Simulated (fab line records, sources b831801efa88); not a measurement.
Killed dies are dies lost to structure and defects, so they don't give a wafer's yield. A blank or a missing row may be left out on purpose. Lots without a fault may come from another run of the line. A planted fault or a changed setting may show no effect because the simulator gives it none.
Which tool did it? | flow sky130 | 24 lots, 72 wafers sampled, at 5 steps of a route of 708

WHAT THE GAUGES READ, wafer by wafer
SKY_VIA4_RS_MEAS_19: measures by four-point-probe. Usual: VIA4_W_RS 0.2260 ohm/sq, standard deviation 0.0023.
lot  | measured     | on            | VIA4_W_RS (ohm/sq)   | flag
L074 | day 42 08:20 | film_metro-03 | 0.2245 0.2254 0.2252 |
L075 | day 42 20:40 | film_metro-04 | 0.2222 0.2250 0.2277 |
L076 | day 43 06:59 | film_metro-04 | 0.2214 0.2219 0.2269 |
L077 | day 43 09:35 | film_metro-04 | 0.2282 0.2269 0.2295 |
L079 | day 43 22:16 | film_metro-04 | 0.2288 0.2272 0.2278 |
L078 | day 43 22:56 | film_metro-03 | 0.2277 0.2260 0.2237 |
L080 | day 44 07:49 | film_metro-02 | 0.2267 0.2277 0.2298 |
L081 | day 44 18:02 | film_metro-04 | 0.2249 0.2266 0.2251 |
L082 | day 44 20:37 | film_metro-02 | 0.2251 0.2263 0.2249 |
L083 | day 45 01:50 | film_metro-04 | 0.2230 0.2259 0.2263 |
L084 | day 45 13:04 | film_metro-04 | 0.2283 0.2286 0.2262 |
L085 | day 45 19:43 | film_metro-03 | 0.2305 0.2279 0.2281 |
L086 | day 45 23:24 | film_metro-04 | 0.2259 0.2248 0.2280 |
L087 | day 46 01:47 | film_metro-02 | 0.2256 0.2253 0.2295 |
L088 | day 46 11:58 | film_metro-02 | 0.2203 0.2255 0.2278 |
L089 | day 46 12:17 | film_metro-04 | 0.2259 0.2270 0.2279 |
L090 | day 47 02:53 | film_metro-04 | 0.2280 0.2276 0.2276 |
L091 | day 47 05:27 | film_metro-04 | 0.2262 0.2229 0.2262 |
L092 | day 47 07:05 | film_metro-04 | 0.2245 0.2240 0.2257 |
L093 | day 47 11:04 | film_metro-04 | 0.2267 0.2277 0.2269 |
L094 | day 47 22:07 | film_metro-04 | 0.2268 0.2279 0.2266 |
L096 | day 48 04:15 | film_metro-04 | 0.2300 0.2275 0.2277 |
L095 | day 48 10:10 | film_metro-03 | 0.2272 0.2184 0.2233 |
L097 | day 48 16:01 | film_metro-03 | 0.2294 0.2265 0.2279 |

WHICH TOOL RAN EACH LOT (tool, then ch and the chambers of the sampled wafers, then the start)
lot  | SKY_VIA3_CMP_24               | SKY_METAL4_SPUTTER_02        | SKY_CAP2M_SPUTTER_02         | SKY_VIA4_STRIP_13
L074 | cmp-02 ch 0,3, day 39 04:57   | pvd_sputter-03, day 39 05:18 | pvd_sputter-01, day 39 05:29 | plasma_asher-03 ch 0,1, day 42 07:29
L075 | cmp-01 ch 0,2, day 39 17:08   | pvd_sputter-04, day 39 17:26 | pvd_sputter-01, day 39 17:37 | plasma_asher-03 ch 0,1, day 42 19:42
L076 | cmp-02 ch 1,2,3, day 40 04:04 | pvd_sputter-03, day 40 04:25 | pvd_sputter-04, day 40 04:36 | plasma_asher-03 ch 0,1, day 43 06:06
L077 | cmp-02 ch 0,1,3, day 40 08:06 | pvd_sputter-03, day 40 08:27 | pvd_sputter-04, day 40 08:38 | plasma_asher-01 ch 0,1, day 43 08:44
L079 | cmp-01 ch 1,2, day 40 21:03   | pvd_sputter-04, day 40 21:24 | pvd_sputter-01, day 40 21:35 | plasma_asher-03 ch 0,1, day 43 21:24
L078 | cmp-02 ch 0,1,3, day 40 21:10 | pvd_sputter-02, day 40 21:31 | pvd_sputter-03, day 40 21:42 | plasma_asher-02 ch 0,1, day 43 22:00
L080 | cmp-01 ch 0,1,2, day 41 05:41 | pvd_sputter-02, day 41 06:02 | pvd_sputter-01, day 41 06:14 | plasma_asher-01 ch 0,1, day 44 06:57
L081 | cmp-02 ch 0,2,3, day 41 17:23 | pvd_sputter-03, day 41 17:44 | pvd_sputter-04, day 41 17:55 | plasma_asher-03 ch 0,1, day 44 17:11
L082 | cmp-01 ch 0,1,2, day 41 18:59 | pvd_sputter-03, day 41 19:17 | pvd_sputter-01, day 41 19:28 | plasma_asher-03 ch 0,1, day 44 19:48
L083 | cmp-01 ch 0,2,3, day 42 00:23 | pvd_sputter-03, day 42 00:41 | pvd_sputter-01, day 42 00:52 | plasma_asher-02 ch 0,1, day 45 01:02
L084 | cmp-02 ch 0,2,3, day 42 14:59 | pvd_sputter-03, day 42 15:17 | pvd_sputter-01, day 42 15:29 | plasma_asher-01 ch 0,1, day 45 12:11
L085 | cmp-01 ch 2,3, day 42 20:39   | pvd_sputter-04, day 42 21:00 | pvd_sputter-03, day 42 21:11 | plasma_asher-03 ch 0,1, day 45 18:29
L086 | cmp-01 ch 0,2,3, day 43 02:04 | pvd_sputter-02, day 43 02:19 | pvd_sputter-01, day 43 02:31 | plasma_asher-02 ch 0,1, day 45 22:32
L087 | cmp-01 ch 1,2, day 43 04:29   | pvd_sputter-04, day 43 04:50 | pvd_sputter-01, day 43 05:02 | plasma_asher-01 ch 0,1, day 46 00:58
L088 | cmp-02 ch 0,1,2, day 43 16:39 | pvd_sputter-03, day 43 17:00 | pvd_sputter-04, day 43 17:11 | plasma_asher-02 ch 0,1, day 46 11:09
L089 | cmp-01 ch 0,3, day 43 17:00   | pvd_sputter-02, day 43 17:21 | pvd_sputter-01, day 43 17:32 | plasma_asher-01 ch 0,1, day 46 11:27
L090 | cmp-02 ch 0,2,3, day 44 08:35 | pvd_sputter-02, day 44 08:50 | pvd_sputter-01, day 44 09:01 | plasma_asher-01 ch 0,1, day 47 02:05
L091 | cmp-01 ch 1,2,3, day 44 11:05 | pvd_sputter-04, day 44 11:26 | pvd_sputter-01, day 44 11:37 | plasma_asher-02 ch 0,1, day 47 04:38
L092 | cmp-01 ch 1,2,3, day 44 13:19 | pvd_sputter-03, day 44 13:40 | pvd_sputter-01, day 44 13:52 | plasma_asher-01 ch 0,1, day 47 06:14
L093 | cmp-02 ch 1,2,3, day 44 19:04 | pvd_sputter-02, day 44 19:25 | pvd_sputter-04, day 44 19:36 | plasma_asher-01 ch 0,1, day 47 10:14
L094 | cmp-01 ch 0,2,3, day 45 05:49 | pvd_sputter-04, day 45 06:04 | pvd_sputter-03, day 45 06:15 | plasma_asher-01 ch 0,1, day 47 21:11
L096 | cmp-01 ch 0,2, day 45 12:16   | pvd_sputter-03, day 45 12:36 | pvd_sputter-04, day 45 12:47 | plasma_asher-03 ch 0,1, day 48 03:24
L095 | cmp-01 ch 0,1,3, day 45 18:52 | pvd_sputter-03, day 45 19:13 | pvd_sputter-01, day 45 19:24 | plasma_asher-03 ch 0,1, day 48 09:20
L097 | cmp-02 ch 0,1,3, day 46 01:40 | pvd_sputter-03, day 46 01:55 | pvd_sputter-04, day 46 02:07 | plasma_asher-01 ch 0,1, day 48 15:11
- SKY_VIA3_CMP_24: polishes, stops on SiO2, t overpolish 20 s, target thk 0 nm.
- SKY_METAL4_SPUTTER_02: material AlCu, target thk 735 nm, time 39.1 s.
- SKY_CAP2M_SPUTTER_02: material TiN, target thk 200 nm, time 166.7 s.
- SKY_VIA4_STRIP_13: strips in O2/N2.

WHAT THE TOOLS THEMSELVES READ (means of the sampled wafers that have a number; where no wafer has one, the mark that the record gives instead)
SKY_VIA3_CMP_24. Usual: motor_current_A 10.4 A, standard deviation 0.88; overpolish_run_s 20.002 s, standard deviation 0.0096; retaining_ring_pressure_frac 1.000, standard deviation 0.0047; time_to_endpoint_s 94 s, standard deviation 3.8.
lot  | tool   | motor_current_A (A) | overpolish_run_s (s) | retaining_ring_pressure_frac | time_to_endpoint_s (s) | flag
L074 | cmp-02 | 10.5                | 20.007               | 0.996                        | 98                     |
L075 | cmp-01 | 10.9                | 19.992               | 1.000                        | 93                     |
L076 | cmp-02 | 10.2                | 20.007               | 0.997                        | 98                     |
L077 | cmp-02 | 10.0                | 19.998               | 1.001                        | 95                     |
L079 | cmp-01 | 10.2                | 19.996               | 0.995                        | 95                     |
L078 | cmp-02 | 10.3                | 20.001               | 1.000                        | 100                    |
L080 | cmp-01 | 10.6                | 19.999               | 1.004                        | 91                     |
L081 | cmp-02 | 10.9                | 20.000               | 1.001                        | 100                    |
L082 | cmp-01 | 10.7                | 20.004               | 0.997                        | 98                     |
L083 | cmp-01 | 10.5                | 20.004               | 1.002                        | 89                     |
L084 | cmp-02 | 10.9                | 20.006               | 0.998                        | 91                     |
L085 | cmp-01 | 9.7                 | 20.003               | 0.999                        | 95                     |
L086 | cmp-01 | 10.3                | 19.997               | 0.999                        | 94                     |
L087 | cmp-01 | 10.4                | 20.000               | 1.002                        | 88                     |
L088 | cmp-02 | 10.8                | 20.000               | 0.995                        | 95                     |
L089 | cmp-01 | 11.1                | 19.997               | 0.995                        | 89                     |
L090 | cmp-02 | 10.4                | 20.001               | 1.000                        | 93                     |
L091 | cmp-01 | 9.9                 | 20.011               | 1.001                        | 89                     |
L092 | cmp-01 | 9.9                 | 20.003               | 1.002                        | 92                     |
L093 | cmp-02 | 10.7                | 20.005               | 1.001                        | 93                     |
L094 | cmp-01 | 10.6                | 20.003               | 0.999                        | 93                     |
L096 | cmp-01 | 11.3                | 20.011               | 0.999                        | 97                     |
L095 | cmp-01 | 10.7                | 19.997               | 0.999                        | 93                     |
L097 | cmp-02 | 10.0                | 19.997               | 0.999                        | 92                     |

SKY_METAL4_SPUTTER_02. Usual: throttle_valve_pct 30.1 %, standard deviation 1.3.
lot  | tool           | throttle_valve_pct (%) | flag
L074 | pvd_sputter-03 | 31.4                   |
L075 | pvd_sputter-04 | 30.0                   |
L076 | pvd_sputter-03 | 31.1                   |
L077 | pvd_sputter-03 | 30.6                   |
L079 | pvd_sputter-04 | 30.5                   |
L078 | pvd_sputter-02 | 28.9                   |
L080 | pvd_sputter-02 | 29.7                   |
L081 | pvd_sputter-03 | 30.0                   |
L082 | pvd_sputter-03 | 30.9                   |
L083 | pvd_sputter-03 | 31.3                   |
L084 | pvd_sputter-03 | 29.9                   |
L085 | pvd_sputter-04 | 30.6                   |
L086 | pvd_sputter-02 | 29.5                   |
L087 | pvd_sputter-04 | 30.0                   |
L088 | pvd_sputter-03 | 29.1                   |
L089 | pvd_sputter-02 | 29.8                   |
L090 | pvd_sputter-02 | 28.9                   |
L091 | pvd_sputter-04 | 30.4                   |
L092 | pvd_sputter-03 | 31.2                   |
L093 | pvd_sputter-02 | 29.5                   |
L094 | pvd_sputter-04 | 30.4                   |
L096 | pvd_sputter-03 | 30.6                   |
L095 | pvd_sputter-03 | 29.7                   |
L097 | pvd_sputter-03 | 31.2                   |

SKY_CAP2M_SPUTTER_02. Usual: susceptor_temp_C 299.97 C, standard deviation 0.16; throttle_valve_pct 30.2 %, standard deviation 0.86.
lot  | tool           | susceptor_temp_C (C) | throttle_valve_pct (%) | flag
L074 | pvd_sputter-01 | 300.09               | 29.5                   |
L075 | pvd_sputter-01 | 299.89               | 30.2                   |
L076 | pvd_sputter-04 | 300.00               | 30.3                   |
L077 | pvd_sputter-04 | 299.99               | 30.3                   |
L079 | pvd_sputter-01 | 300.02               | 30.7                   |
L078 | pvd_sputter-03 | 299.98               | 29.6                   |
L080 | pvd_sputter-01 | 299.97               | 29.9                   |
L081 | pvd_sputter-04 | 300.04               | 30.3                   |
L082 | pvd_sputter-01 | 299.88               | 30.4                   |
L083 | pvd_sputter-01 | 299.79               | 30.7                   |
L084 | pvd_sputter-01 | 300.04               | 30.1                   |
L085 | pvd_sputter-03 | 299.87               | 30.5                   |
L086 | pvd_sputter-01 | 300.00               | 30.1                   |
L087 | pvd_sputter-01 | 299.87               | 30.4                   |
L088 | pvd_sputter-04 | 300.01               | 30.1                   |
L089 | pvd_sputter-01 | 299.86               | 30.9                   |
L090 | pvd_sputter-01 | 300.08               | 30.1                   |
L091 | pvd_sputter-01 | 299.72               | 30.0                   |
L092 | pvd_sputter-01 | 300.08               | 29.8                   |
L093 | pvd_sputter-04 | 300.02               | 29.9                   |
L094 | pvd_sputter-03 | 299.97               | 31.1                   |
L096 | pvd_sputter-04 | 299.85               | 30.4                   |
L095 | pvd_sputter-01 | 299.93               | 30.1                   |
L097 | pvd_sputter-04 | 299.92               | 29.6                   |

SKY_VIA4_STRIP_13. Usual: drypump_motor_current_A 5.70 A, standard deviation 0.2; oes_product_au 0.709 a.u., standard deviation 0.005; strip_time_to_endpoint_s 12.798 s, standard deviation 0.029.
lot  | tool            | drypump_motor_current_A (A) | oes_product_au (a.u.) | strip_time_to_endpoint_s (s) | flag
L074 | plasma_asher-03 | 5.78                        | 0.706                 | 12.828                       |
L075 | plasma_asher-03 | 5.78                        | 0.709                 | 12.800                       |
L076 | plasma_asher-03 | 5.77                        | 0.712                 | 12.792                       |
L077 | plasma_asher-01 | 5.77                        | 0.709                 | 12.811                       |
L079 | plasma_asher-03 | 5.66                        | 0.708                 | 12.798                       |
L078 | plasma_asher-02 | 5.64                        | 0.706                 | 12.791                       |
L080 | plasma_asher-01 | 5.63                        | 0.707                 | 12.811                       |
L081 | plasma_asher-03 | 5.78                        | 0.709                 | 12.779                       |
L082 | plasma_asher-03 | 5.79                        | 0.709                 | 12.797                       |
L083 | plasma_asher-02 | 5.63                        | 0.704                 | 12.774                       |
L084 | plasma_asher-01 | 5.78                        | 0.707                 | 12.749                       |
L085 | plasma_asher-03 | 5.79                        | 0.709                 | 12.800                       |
L086 | plasma_asher-02 | 5.62                        | 0.707                 | 12.790                       |
L087 | plasma_asher-01 | 5.79                        | 0.705                 | 12.788                       |
L088 | plasma_asher-02 | 5.65                        | 0.709                 | 12.785                       |
L089 | plasma_asher-01 | 5.63                        | 0.707                 | 12.787                       |
L090 | plasma_asher-01 | 5.78                        | 0.711                 | 12.817                       |
L091 | plasma_asher-02 | 5.64                        | 0.702                 | 12.794                       |
L092 | plasma_asher-01 | 5.62                        | 0.705                 | 12.773                       |
L093 | plasma_asher-01 | 5.63                        | 0.708                 | 12.816                       |
L094 | plasma_asher-01 | 5.77                        | 0.714                 | 12.807                       |
L096 | plasma_asher-03 | 5.80                        | 0.711                 | 12.826                       |
L095 | plasma_asher-03 | 5.65                        | 0.712                 | 12.777                       |
L097 | plasma_asher-01 | 5.61                        | 0.712                 | 12.802                       |

THE ANSWER, worked out from the rows above alone
Rule: a lot is off if the mean of its wafers that have a number lies more than 3 standard deviations from the usual mean. A lot without any number at a reading at which 4 lots or more have one is off too. The other lots that the step has rows for count as sound. The gauges are gone through in route order, then the tools' own readings, and for those a lot's mean is taken as printed above. The first step at which some lot is off is used, and at that step the reading that is off furthest; a lot without a number counts as furthest.
No lot is off at any reading shown: from this, nothing can be told.

WHAT THE SIMULATOR HAD PUT IN
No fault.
